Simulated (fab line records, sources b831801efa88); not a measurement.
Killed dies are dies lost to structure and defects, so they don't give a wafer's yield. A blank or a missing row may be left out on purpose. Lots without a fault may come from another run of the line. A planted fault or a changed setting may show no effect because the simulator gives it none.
A struck lot beside a sound one | flow sky130 | 16 steps out of a route of 708
Sound: wafers L481.2, L481.3, L481.5. Struck: wafers L492.1, L492.4, L492.6. The cause comes at the end.
At each step with rows: each side's tool, then ch and its chambers, then its first start. Under that, the readings that differ: sound wafers | struck wafers | difference of the means | sigmas: that difference in standard deviations of wafers without a fault.
alike: readings whose means differ by less than 2 such deviations, and words and numbers that are the same on both sides. not compared: withheld readings, readings that some wafer has no value for, bounds like >300 that may hide the same value, and numbers for which the record gives no deviation and whose values overlap.
The two part at a step that has a row with sigmas, a row that says differs or no value, or rows on one side only. Numbers that don't overlap but have no deviation are shown without sigmas and don't part them. A reading that every wafer of one side lacks parts them only if that side has two wafers or more.

SKY_SD_N_OVL_MEAS_08:
  sound on overlay-01, day 30 16:49; struck on overlay-02, day 33 17:04
  alike: SD_N_OVL
then, 2 steps without rows for these wafers: SKY_SD_N_IMPLANT_09; SKY_SD_N_IMPLANT_10.
SKY_SD_N_STRIP_11: strips in O2/N2.
  sound on plasma_asher-01 ch 0, day 30 17:08; struck on plasma_asher-03 ch 0,1, day 33 17:23
  alike: drypump_motor_current_A, oes_product_au, strip_time_to_endpoint_s
  not compared: rf_hours_counter_h
SKY_SD_N_TW_MEAS_12:
  sound on film_metro-02, day 30 17:15; struck on film_metro-04, day 33 17:29
  alike: SD_N_TW
then, 1 step without rows for these wafers: SKY_SD_N_CLEAN_13 (cleans in SC1/SC2, time 150 s).
SKY_SD_N_RTA_14: time 2 s.
  sound on rtp_anneal-02 ch 0, day 30 17:22; struck on rtp_anneal-01 ch 0, day 33 17:37
  alike: anneal_temp_c_max, chamber_o2_ppm, lamp_power_pct, ramp_up_c_per_s, wafer_temp_C_max
SKY_SD_N_RS_MEAS_16: measures by four-point-probe.
  sound on film_metro-03, day 30 17:33; struck on film_metro-03, day 33 17:47
  alike: SD_N_RS
SKY_SD_N_RS_MEAS_17: measures by four-point-probe.
  sound on film_metro-03, day 30 17:40; struck on film_metro-03, day 33 17:54
  alike: SD_P_RS
SKY_SD_N_RS_MEAS_18: measures by four-point-probe.
  sound on film_metro-03, day 30 17:47; struck on film_metro-03, day 33 18:01
  alike: RES_XHIGH_RS
then, 1 step without rows for these wafers: SKY_SALICIDE_CLEAN_00 (cleans in HF-last, time 30 s).
SKY_LI_CONTACT_HDPCVD_00: deposits PSG, target thk 930 nm, time 155 s.
  sound on hdpcvd-01 ch 0,1,2, day 30 17:54; struck on hdpcvd-02 ch 0,1, day 33 18:10
  reading                                       | sound             | struck            | difference | sigmas
  sih4_flow_sccm (sccm)                         | 60.00 60.06 59.80 | 48.00 48.19 48.17 | -11.83     | -62
  model.PSG_of_LI_CONTACT_HDPCVD_00.thk_nm (nm) | 940.8 933.5 911.6 | 739 743 760.1     | -181       |
  alike: pressure_mtorr
SKY_LI_CONTACT_THK_MEAS_01:
  sound on film_metro-04, day 30 18:01; struck on film_metro-02, day 33 18:16
  reading                    | sound       | struck      | difference | sigmas
  LI_CONTACT_HDPCVD_THK (nm) | 941 935 911 | 739 743 760 | -182       | -19
SKY_LI_CONTACT_CMP_02: polishes PSG.
  sound on cmp-01 ch 0,2, day 30 18:11; struck on cmp-01 ch 0,1,2, day 33 18:19
  reading                | sound          | struck         | difference | sigmas
  time_to_endpoint_s (s) | 36.0 30.1 29.7 | 12.4 13.5 15.1 | -18.3      | -7
  alike: edge_zone_pressure_frac, motor_current_A
SKY_LI_CONTACT_BOW_MEAS_03:
  sound on film_metro-02, day 30 18:30; struck on film_metro-02, day 33 18:37
  alike: LI_CONTACT_BOW
SKY_PAD_OPEN_PROBE_99:
  the record has rows for the sound wafers here (prober-01, day 48 07:04) and none for the struck ones

WHERE THEY PART
First at SKY_LI_CONTACT_HDPCVD_00; last, within this record, at SKY_PAD_OPEN_PROBE_99.

WHY: what the simulator had put in
Process parameter drift: hdpcvd-02, from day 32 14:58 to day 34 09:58, at SKY_LI_CONTACT_HDPCVD_00. Setting sih4_flow_sccm, moved by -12, from 60. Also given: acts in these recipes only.
